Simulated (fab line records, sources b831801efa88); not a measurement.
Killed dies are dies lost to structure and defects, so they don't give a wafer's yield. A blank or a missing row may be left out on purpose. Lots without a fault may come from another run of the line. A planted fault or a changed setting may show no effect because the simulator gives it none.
fab line records | flow sky130
record lots=5 wafers=15 last_day=50
route steps=708 shown VT_ADJUST_HVTP@96 VT_ADJUST_LVTN@97 VT_ADJUST_NCORE@119
lots that met no fault: from a run of the same line without faults
start_h: hours from the record's first day to the start of the lot's first wafer shown | wait_h: hours since the lot's step before | " the same as in the row above | L1.1+2: a row that stands for several wafers | - no value, or no start given | * or withheld: withheld | < > ~ a bound
route shown NAME@n: a module of which the file shows steps, and the number in the route of the first | usual: mean/standard deviation of fault-free wafers | same: alike in all rows | chamber/n: place in a boat | sites: the reading at each site | _std_site: their standard deviation | _edge_site: outer sites' mean less inner sites' | radius_mm: how far each site lies from the wafer's centre | mask NAME#n: copy n | behind: the tool/chamber that last shaped the wafer | hold: why the lot was held/for how many hours/how that ended | device: the transistor (n, p or np) that didn't switch | end of line: the same wafers' tests at the end of the route | a step without rows: its recipe alone | killed: dies lost to structure and defects at the first sort, not the wafer's yield | map: a wafer's dies, x killed, . not, _ none there
set.NAME: the setting as run; set.NAME@STEP: as run at that earlier step | model.NAME: the simulator's own value behind a step, which no gauge read
lots at some steps of the route; a table a step, a row a wafer
services: from which hour (start_h, from the record's first day; less than 0 if before it) a tool's chamber was out of use, for how many hours, and why
## steps
# step SKY_VT_ADJUST_HVTP_TW_MEAS_11
# usual VT_ADJUST_HVTP_TW=1362/15
# columns lot.wafer tool chamber start_h wait_h VT_ADJUST_HVTP_TW
L076.1 film_metro-01 - 133.57 0.1 1375
L076.2 " - " " 1374
L076.3 " - " " 1374
L077.1 film_metro-03 - 140.94 0.1 1333
L077.2 " - " " 1342
L077.6 " - " " 1337
L080.2 film_metro-01 - 162.66 0.1 1369
L080.4 " - " " 1365
L080.6 " - " " 1371
L094.1 film_metro-01 - 247.64 0.1 1374
L094.2 " - " " 1370
L094.4 " - " " 1376
L096.2 film_metro-01 - 268.31 0.1 1380
L096.4 " - " " 1368
L096.6 " - " " 1374
# step SKY_VT_ADJUST_LVTN_DEHYDRATE_00
# recipe temp_c=200 time_s=60
# columns lot.wafer tool chamber start_h wait_h
L076.1+2+3 litho_track-01 0 141.74 8.2
L077.1+2+6 litho_track-01 0 150.04 9.1
L080.2+4+6 litho_track-03 0 172.55 9.9
L094.1+2+4 litho_track-04 0 258.26 10.6
L096.2+4+6 litho_track-01 0 280.02 11.7
# step SKY_VT_ADJUST_LVTN_HMDS_01
# recipe prime_time_s=60 prime_temp_c=120
# same prime_time_s=60
# columns lot.wafer tool chamber start_h wait_h
L076.1+2+3 litho_track-01 0 141.89 0.1
L077.1+2+6 litho_track-01 0 150.19 0.1
L080.2+4+6 litho_track-03 0 172.70 0.1
L094.1+2+4 litho_track-04 0 258.41 0.1
L096.2+4+6 litho_track-01 0 280.17 0.1
# step SKY_VT_ADJUST_LVTN_COAT_02
# recipe spin_rpm=2000 resist_thk_nm=3000
# columns lot.wafer tool chamber start_h wait_h
L076.1+2+3 litho_track-01 0 142.04 0.1
L077.1+2+6 litho_track-01 0 150.34 0.1
L080.2+4+6 litho_track-03 0 172.85 0.1
L094.1+2+4 litho_track-04 0 258.56 0.1
L096.2+4+6 litho_track-01 0 280.32 0.1
# step SKY_VT_ADJUST_LVTN_SOFTBAKE_03
# recipe temp_c=110 time_s=withheld
# columns lot.wafer tool chamber start_h wait_h
L076.1+2+3 litho_track-01 0 142.19 0.1
L077.1+2+6 litho_track-01 0 150.49 0.1
L080.2+4+6 litho_track-03 0 173.01 0.1
L094.1+2+4 litho_track-04 0 258.71 0.1
L096.2+4+6 litho_track-01 0 280.47 0.1
# step SKY_VT_ADJUST_LVTN_EXPOSE_04
# recipe mask_id=NWM_COMPLEMENT_LESS_NATIVE na=0.6 source_shape=conventional sigma_outer=0.6 polarization=unpolarized target_cd_nm=840 dose_mj=194
# columns lot.wafer tool chamber start_h wait_h mask
L076.1+2+3 iline_stepper-01 0 - - NWM_COMPLEMENT_LESS_NATIVE#0
L077.1+2+6 iline_stepper-01 0 - - NWM_COMPLEMENT_LESS_NATIVE#0
L080.2+4+6 iline_stepper-01 0 - - NWM_COMPLEMENT_LESS_NATIVE#0
L094.1+2+4 iline_stepper-02 0 - - NWM_COMPLEMENT_LESS_NATIVE#0
L096.2+4+6 iline_stepper-01 0 - - NWM_COMPLEMENT_LESS_NATIVE#0
# step SKY_VT_ADJUST_LVTN_PEB_05
# recipe temp_c=115 time_s=withheld
# columns lot.wafer tool chamber start_h wait_h
L076.1+2+3 litho_track-03 0 - -
L077.1+2+6 litho_track-04 0 - -
L080.2+4+6 litho_track-04 0 - -
L094.1+2+4 litho_track-01 0 - -
L096.2+4+6 litho_track-03 0 - -
# step SKY_VT_ADJUST_LVTN_DEVELOP_06
# recipe wall_angle_deg=90 developer=TMAH develop_time_s=60 dev_temp_c=23
# columns lot.wafer tool chamber start_h wait_h
L076.1+2+3 litho_track-03 0 - -
L077.1+2+6 litho_track-04 0 - -
L080.2+4+6 litho_track-04 0 - -
L094.1+2+4 litho_track-01 0 - -
L096.2+4+6 litho_track-03 0 - -
# step SKY_VT_ADJUST_LVTN_OVL_MEAS_07
# usual VT_ADJUST_LVTN_OVL=0.7/1.3
# columns lot.wafer tool chamber start_h wait_h VT_ADJUST_LVTN_OVL[nm]
L076.1 overlay-01 - 152.28 - 0.8
L076.2 " - " " 0.5
L076.3 " - " " -1.0
L077.1 overlay-02 - 160.16 - -0.5
L077.2 " - " " 0.5
L077.6 " - " " 1.0
L080.2 overlay-01 - 183.32 - 1.0
L080.4 " - " " 0.7
L080.6 " - " " 1.3
L094.1 overlay-01 - 270.44 - -0.3
L094.2 " - " " -0.7
L094.4 " - " " 0.1
L096.2 overlay-01 - 293.28 - 3.1
L096.4 " - " " 2.5
L096.6 " - " " 4.1
# step SKY_VT_ADJUST_LVTN_IMPLANT_08
# recipe species=B energy_kev=30 dose_cm2=1.57e+12 tilt_deg=withheld
# columns lot.wafer tool chamber start_h wait_h
L076.1+2+3 implanter-02 0 152.31 0.0
L077.1+2+6 implanter-04 0 160.20 0.0
L080.2+4+6 implanter-04 0 183.37 0.0
L094.1+2+4 implanter-02 0 270.48 0.0
L096.2+4+6 implanter-04 0 293.34 0.0
# step SKY_VT_ADJUST_LVTN_STRIP_09
# recipe chemistry=O2/N2 power_w=1400 pressure_mtorr=1500 platen_temp_c=withheld o2_flow_sccm=3000 n2_flow_sccm=300 overash_fraction=0.5
# usual drypump_motor_current_A=6.1/0.71 oes_product_au=0.723/0.0041 strip_time_to_endpoint_s=36.87/0.13
# columns lot.wafer tool chamber start_h wait_h drypump_motor_current_A oes_product_au rf_hours_counter_h strip_time_to_endpoint_s
L076.1 plasma_asher-03 0 152.46 0.1 6.5 0.725 47 36.61
L076.2 " 1 " " 6.7 0.724 47 36.73
L076.3 " 1 " " 6.7 0.731 - 36.77
L077.1 plasma_asher-03 1 160.35 0.1 6.7 0.724 48 36.67
L077.2 " 0 " " 6.5 0.720 48 36.66
L077.6 " 0 " " 6.5 0.727 - 36.70
L080.2 plasma_asher-01 0 183.50 0.1 5.9 0.718 51 37.02
L080.4 " 1 " " 6.7 0.724 - 37.08
L080.6 " 1 " " 6.6 0.726 - 36.99
L094.1 plasma_asher-02 0 270.63 0.1 4.8 0.725 47 36.87
L094.2 " 1 " " 5.0 0.729 47 36.91
L094.4 " 1 " " 5.0 0.718 - 36.86
L096.2 plasma_asher-03 0 293.46 0.1 6.5 0.720 60 36.87
L096.4 " 0 " " 6.5 0.714 - 36.96
L096.6 " 0 " " 6.5 0.724 - 36.89
# step SKY_VT_ADJUST_LVTN_TW_MEAS_10
# usual VT_ADJUST_LVTN_TW=242.0/2
# columns lot.wafer tool chamber start_h wait_h VT_ADJUST_LVTN_TW
L076.1 film_metro-01 - 152.56 0.1 244.5
L076.2 " - " " 244.5
L076.3 " - " " 245.1
L077.1 film_metro-02 - 160.45 0.1 239.5
L077.2 " - " " 237.9
L077.6 " - " " 239.5
L080.2 film_metro-04 - 183.61 0.1 239.3
L080.4 " - " " 239.4
L080.6 " - " " 240.3
L094.1 film_metro-04 - 270.73 0.1 242.5
L094.2 " - " " 241.1
L094.4 " - " " 242.9
L096.2 film_metro-04 - 293.57 0.1 242.0
L096.4 " - " " 241.2
L096.6 " - " " 241.9
# step SKY_VT_ADJUST_LVTN_DEHYDRATE_11
# recipe temp_c=200 time_s=60
# columns lot.wafer tool chamber start_h wait_h
L076.1+2+3 litho_track-01 0 161.34 8.8
L077.1+2+6 litho_track-04 0 170.01 9.6
L080.2+4+6 litho_track-01 0 193.37 9.7
L094.1+2+4 litho_track-01 0 282.04 11.3
L096.2+4+6 litho_track-01 0 305.97 12.4
# step SKY_VT_ADJUST_LVTN_HMDS_12
# recipe prime_time_s=60 prime_temp_c=120
# same prime_time_s=60
# columns lot.wafer tool chamber start_h wait_h
L076.1+2+3 litho_track-01 0 161.49 0.1
L077.1+2+6 litho_track-04 0 170.16 0.1
L080.2+4+6 litho_track-01 0 193.52 0.1
L094.1+2+4 litho_track-01 0 282.19 0.1
L096.2+4+6 litho_track-01 0 306.12 0.1
# step SKY_VT_ADJUST_LVTN_COAT_13
# recipe resist=NOVOLAK spin_rpm=3000 resist_thk_nm=1140
# columns lot.wafer tool chamber start_h wait_h
L076.1+2+3 litho_track-01 0 161.64 0.1
L077.1+2+6 litho_track-04 0 170.31 0.1
L080.2+4+6 litho_track-01 0 193.67 0.1
L094.1+2+4 litho_track-01 0 282.34 0.1
L096.2+4+6 litho_track-01 0 306.27 0.1
# step SKY_VT_ADJUST_LVTN_SOFTBAKE_14
# recipe temp_c=90 time_s=60 resist=NOVOLAK
# columns lot.wafer tool chamber start_h wait_h
L076.1+2+3 litho_track-01 0 161.79 0.1
L077.1+2+6 litho_track-04 0 170.46 0.1
L080.2+4+6 litho_track-01 0 193.82 0.1
L094.1+2+4 litho_track-01 0 282.49 0.1
L096.2+4+6 litho_track-01 0 306.42 0.1
# step SKY_VT_ADJUST_LVTN_EXPOSE_15
# recipe mask_id=HVN_STD_DERIVED na=0.6 source_shape=conventional sigma_outer=0.6 polarization=unpolarized target_cd_nm=600 dose_mj=163
# columns lot.wafer tool chamber start_h wait_h mask
L076.1+2+3 iline_stepper-01 0 - - HVN_STD_DERIVED#0
L077.1+2+6 iline_stepper-01 0 - - HVN_STD_DERIVED#0
L080.2+4+6 iline_stepper-02 0 - - HVN_STD_DERIVED#0
L094.1+2+4 iline_stepper-02 0 - - HVN_STD_DERIVED#0
L096.2+4+6 iline_stepper-01 0 - - HVN_STD_DERIVED#0
# step SKY_VT_ADJUST_LVTN_PEB_16
# recipe temp_c=withheld time_s=* resist=NOVOLAK
# columns lot.wafer tool chamber start_h wait_h
L076.1+2+3 litho_track-04 0 - -
L077.1+2+6 litho_track-01 0 - -
L080.2+4+6 litho_track-04 0 - -
L094.1+2+4 litho_track-01 0 - -
L096.2+4+6 litho_track-04 0 - -
# step SKY_VT_ADJUST_LVTN_DEVELOP_17
# recipe resist=NOVOLAK developer=TMAH develop_time_s=60 dev_temp_c=23
# columns lot.wafer tool chamber start_h wait_h
L076.1+2+3 litho_track-04 0 171.86 0.1
L077.1+2+6 litho_track-01 0 180.89 0.1
L080.2+4+6 litho_track-04 0 204.79 0.1
L094.1+2+4 litho_track-01 0 295.64 0.1
L096.2+4+6 litho_track-04 0 319.29 0.1
# step SKY_VT_ADJUST_LVTN_OVL_MEAS_18
# usual VT_ADJUST_LVTN_01_OVL=1.0/1.4
# columns lot.wafer tool chamber start_h wait_h VT_ADJUST_LVTN_01_OVL[nm]
L076.1 overlay-01 - 172.01 0.1 1.8
L076.2 " - " " 0.5
L076.3 " - " " -0.1
L077.1 overlay-01 - 181.04 0.1 2.2
L077.2 " - " " 3.1
L077.6 " - " " 4.0
L080.2 overlay-02 - 204.92 0.1 0.6
L080.4 " - " " 3.0
L080.6 " - " " -0.9
L094.1 overlay-01 - 295.79 0.1 -0.3
L094.2 " - " " -1.2
L094.4 " - " " -0.9
L096.2 overlay-01 - 319.42 0.1 1.6
L096.4 " - " " -1.4
L096.6 " - " " 0.0
# step SKY_VT_ADJUST_LVTN_IMPLANT_19
# recipe species=B energy_kev=30 dose_cm2=6.5e+11 tilt_deg=withheld
# columns lot.wafer tool chamber start_h wait_h
L076.1+2+3 implanter-02 0 172.05 0.0
L077.1+2+6 implanter-03 0 181.08 0.0
L080.2+4+6 implanter-02 0 204.97 0.0
L094.1+2+4 implanter-04 0 295.83 0.0
L096.2+4+6 implanter-04 0 319.47 0.0
# step SKY_VT_ADJUST_LVTN_STRIP_20
# recipe chemistry=O2/N2 power_w=1400 pressure_mtorr=1500 platen_temp_c=withheld o2_flow_sccm=3000 n2_flow_sccm=300 overash_fraction=0.5
# usual drypump_motor_current_A=5.9/0.75 oes_product_au=0.715/0.0046 strip_time_to_endpoint_s=14.18/0.048
# columns lot.wafer tool chamber start_h wait_h drypump_motor_current_A oes_product_au rf_hours_counter_h strip_time_to_endpoint_s
L076.1 plasma_asher-03 1 172.20 0.1 6.7 0.716 49 14.14
L076.2 " 0 " " 6.4 0.720 49 14.13
L076.3 " 0 " " 6.5 0.714 - 14.15
L077.1 plasma_asher-01 1 181.23 0.1 6.6 0.717 51 14.29
L077.2 " 0 " " 5.9 0.713 51 14.25
L077.6 " 1 " " 6.6 0.715 - 14.29
L080.2 plasma_asher-03 0 205.12 0.1 6.5 0.718 51 14.16
L080.4 " 0 " " 6.5 0.711 - 14.14
L080.6 " 0 " " 6.5 0.719 - 14.17
L094.1 plasma_asher-02 0 295.98 0.1 4.8 0.719 50 14.14
L094.2 " 1 " " 5.0 0.711 50 14.13
L094.4 " 1 " " 5.0 0.717 - 14.19
L096.2 plasma_asher-01 1 319.60 0.1 6.7 0.720 62 14.10
L096.4 " 1 " " 6.7 0.723 - 14.12
L096.6 " 1 " " 6.7 0.719 - 14.11
# step SKY_VT_ADJUST_LVTN_TW_MEAS_21
# usual VT_ADJUST_LVTN_2_TW=188.6/1.9
# columns lot.wafer tool chamber start_h wait_h VT_ADJUST_LVTN_2_TW
L076.1 film_metro-04 - 172.30 0.1 187.7
L076.2 " - " " 187.4
L076.3 " - " " 186.9
L077.1 film_metro-04 - 181.33 0.1 187.0
L077.2 " - " " 188.4
L077.6 " - " " 187.5
L080.2 film_metro-02 - 205.23 0.1 188.7
L080.4 " - " " 188.8
L080.6 " - " " 188.4
L094.1 film_metro-01 - 296.08 0.1 192.1
L094.2 " - " " 191.8
L094.4 " - " " 193.1
L096.2 film_metro-01 - 319.71 0.1 191.3
L096.4 " - " " 190.0
L096.6 " - " " 191.9
# step SKY_VT_ADJUST_NCORE_DEHYDRATE_00
# recipe temp_c=200 time_s=60
# columns lot.wafer tool chamber start_h wait_h
L076.1+2+3 litho_track-02 0 182.28 10.0
L077.1+2+6 litho_track-02 0 190.93 9.6
L080.2+4+6 litho_track-03 0 214.90 9.7
L094.1+2+4 litho_track-03 0 308.33 12.2
L096.2+4+6 litho_track-02 0 332.56 12.8
# step SKY_VT_ADJUST_NCORE_HMDS_01
# recipe prime_time_s=60 prime_temp_c=120
# same prime_time_s=60
# columns lot.wafer tool chamber start_h wait_h
L076.1+2+3 litho_track-02 0 182.43 0.1
L077.1+2+6 litho_track-02 0 191.08 0.1
L080.2+4+6 litho_track-03 0 215.05 0.1
L094.1+2+4 litho_track-03 0 308.48 0.1
L096.2+4+6 litho_track-02 0 332.71 0.1
# step SKY_VT_ADJUST_NCORE_COAT_02
# recipe resist=NOVOLAK spin_rpm=3000 resist_thk_nm=1140
# columns lot.wafer tool chamber start_h wait_h
L076.1+2+3 litho_track-02 0 182.58 0.1
L077.1+2+6 litho_track-02 0 191.23 0.1
L080.2+4+6 litho_track-03 0 215.20 0.1
L094.1+2+4 litho_track-03 0 308.63 0.1
L096.2+4+6 litho_track-02 0 332.86 0.1
# step SKY_VT_ADJUST_NCORE_SOFTBAKE_03
# recipe temp_c=90 time_s=60 resist=NOVOLAK
# columns lot.wafer tool chamber start_h wait_h
L076.1+2+3 litho_track-02 0 182.73 0.1
L077.1+2+6 litho_track-02 0 191.38 0.1
L080.2+4+6 litho_track-03 0 215.35 0.1
L094.1+2+4 litho_track-03 0 308.78 0.1
L096.2+4+6 litho_track-02 0 333.01 0.1
# step SKY_VT_ADJUST_NCORE_EXPOSE_04
# recipe mask_id=LVTN_COMPLEMENT_THIN na=0.6 source_shape=conventional sigma_outer=0.6 polarization=unpolarized target_cd_nm=380 dose_mj=139
# columns lot.wafer tool chamber start_h wait_h mask
L076.1+2+3 iline_stepper-01 0 - - LVTN_COMPLEMENT_THIN#0
L077.1+2+6 iline_stepper-01 0 - - LVTN_COMPLEMENT_THIN#0
L080.2+4+6 iline_stepper-01 0 - - LVTN_COMPLEMENT_THIN#0
L094.1+2+4 iline_stepper-02 0 - - LVTN_COMPLEMENT_THIN#0
L096.2+4+6 iline_stepper-02 0 - - LVTN_COMPLEMENT_THIN#0
# step SKY_VT_ADJUST_NCORE_PEB_05
# recipe temp_c=withheld time_s=* resist=NOVOLAK
# columns lot.wafer tool chamber start_h wait_h
L076.1+2+3 litho_track-01 0 - -
L077.1+2+6 litho_track-02 0 - -
L080.2+4+6 litho_track-02 0 - -
L094.1+2+4 litho_track-02 0 - -
L096.2+4+6 litho_track-02 0 - -
# step SKY_VT_ADJUST_NCORE_DEVELOP_06
# recipe resist=NOVOLAK developer=TMAH develop_time_s=60 dev_temp_c=23
# columns lot.wafer tool chamber start_h wait_h
L076.1+2+3 litho_track-01 0 192.59 0.1
L077.1+2+6 litho_track-02 0 202.53 0.1
L080.2+4+6 litho_track-02 0 227.36 0.1
L094.1+2+4 litho_track-02 0 321.73 0.1
L096.2+4+6 litho_track-02 0 345.91 0.1
# step SKY_VT_ADJUST_NCORE_CD_MEAS_07
# recipe target_cd_nm=380
# usual cd_nm=379.5/2.7
# columns lot.wafer tool chamber start_h wait_h cd_nm
L076.1 cd_sem-01 - 192.74 0.1 383.0
L076.2 " - " " 383.3
L076.3 " - " " 380.8
L077.1 cd_sem-01 - 202.68 0.1 382.5
L077.2 " - " " 381.7
L077.6 " - " " 381.5
L080.2 cd_sem-02 - 227.50 0.1 376.1
L080.4 " - " " 375.4
L080.6 " - " " 376.8
L094.1 cd_sem-01 - 321.88 0.1 377.6
L094.2 " - " " 376.1
L094.4 " - " " 375.8
L096.2 cd_sem-01 - 346.05 0.1 376.7
L096.4 " - " " 375.5
L096.6 " - " " 376.1
# step SKY_VT_ADJUST_NCORE_OVL_MEAS_08
# usual VT_ADJUST_NCORE_OVL=0.9/1.3
# columns lot.wafer tool chamber start_h wait_h VT_ADJUST_NCORE_OVL[nm]
L076.1 overlay-02 - 192.86 0.1 0.8
L076.2 " - " " 1.7
L076.3 " - " " 0.8
L077.1 overlay-01 - 202.80 0.1 1.1
L077.2 " - " " 1.1
L077.6 " - " " 0.4
L080.2 overlay-02 - 227.61 0.1 3.5
L080.4 " - " " 2.7
L080.6 " - " " 3.2
L094.1 overlay-02 - 322.00 0.1 -0.2
L094.2 " - " " 1.1
L094.4 " - " " -0.1
L096.2 overlay-02 - 346.16 0.1 0.8
L096.4 " - " " -0.7
L096.6 " - " " 0.3
## services
# columns tool chamber start_h hours kind
implanter-02 - 137.93 4.4 pm
iline_stepper-01 0 156.89 - calibration
iline_stepper-02 0 162.25 - calibration
iline_stepper-02 - 169.60 1.7 pm
plasma_asher-03 - 182.22 14.6 pm
implanter-02 - 184.65 1.6 repair
implanter-04 - 186.65 2.2 repair
plasma_asher-01 - 197.26 28.1 pm
iline_stepper-01 - 232.14 2.1 pm
iline_stepper-01 - 234.23 - consumable_replace:lamp
implanter-02 - 236.81 0.6 repair
iline_stepper-01 - 242.16 1.7 pm
iline_stepper-02 - 274.24 5.5 repair
plasma_asher-03 - 297.17 3.5 repair
implanter-02 - 305.57 2.5 repair
iline_stepper-02 - 314.76 1.2 repair
implanter-03 - 317.43 45.8 repair
## key
fault none
